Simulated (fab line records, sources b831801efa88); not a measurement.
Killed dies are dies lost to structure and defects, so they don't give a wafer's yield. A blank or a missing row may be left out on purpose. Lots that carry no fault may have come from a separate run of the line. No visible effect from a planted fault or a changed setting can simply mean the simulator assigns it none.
Matching of chambers + flow sky130 + SKY_METAL4_ETCH_17 on rie_diel-04 has 4 sister chambers
The step etches SiO2 in C4F8/O2/Ar, stops on TiN, time 3.9 s, target depth 15 nm. 4 wafers are shown with their chamber, then 7 later ones without.

== WAFERS, EACH WITH ITS CHAMBER ==
| wafer  | chamber | oes_product_au (a.u.) |
|--------|---------|-----------------------|
| L101.5 | 3       | 0.754                 |
| L104.3 | 0       | 0.750                 |
| L103.2 | 1       | 0.754                 |
| L105.4 | 2       | 0.760                 |

== WAFERS WITHOUT THEIR CHAMBER ==
| wafer  | oes_product_au (a.u.) |
|--------|-----------------------|
| L105.5 | 0.770                 |
| L106.3 | 0.753                 |
| L106.5 | 0.765                 |
| L106.6 | 0.758                 |
| L118.2 | 0.749                 |
| L118.4 | 0.762                 |
| L118.6 | 0.761                 |

== CHAMBER TAKEN BY EACH ==
| wafer  | from the rows above               | in truth |
|--------|-----------------------------------|----------|
| L105.5 | can't be placed: 2 or 1 or 3      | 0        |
| L106.3 | can't be placed: 1 or 3 or 0 or 2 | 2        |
| L106.5 | can't be placed: 2 or 1 or 3      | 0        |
| L106.6 | can't be placed: 2 or 1 or 3 or 0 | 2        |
| L118.2 | can't be placed: 0 or 1 or 3      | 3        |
| L118.4 | can't be placed: 2 or 1 or 3      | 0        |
| L118.6 | can't be placed: 2 or 1 or 3      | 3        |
0 of 7 placed correctly. Can't be placed from these rows: 7 (the true chamber is among the candidates in 4). Wrongly placed: 0.
How it was worked out, from the rows above alone: a wafer's distance from a chamber is the root of the sum, over the readings, of the square of ((its reading less the chamber's mean) divided by the reading's scatter). If the next closest chamber is less than 2 further off than the closest, the wafer can't be placed; otherwise it belongs to the closest. Each chamber's mean is taken over the wafers shown for it. The scatter: root of mean squared gap, hidden wafer to nearest shown wafer, with one shown wafer a chamber.
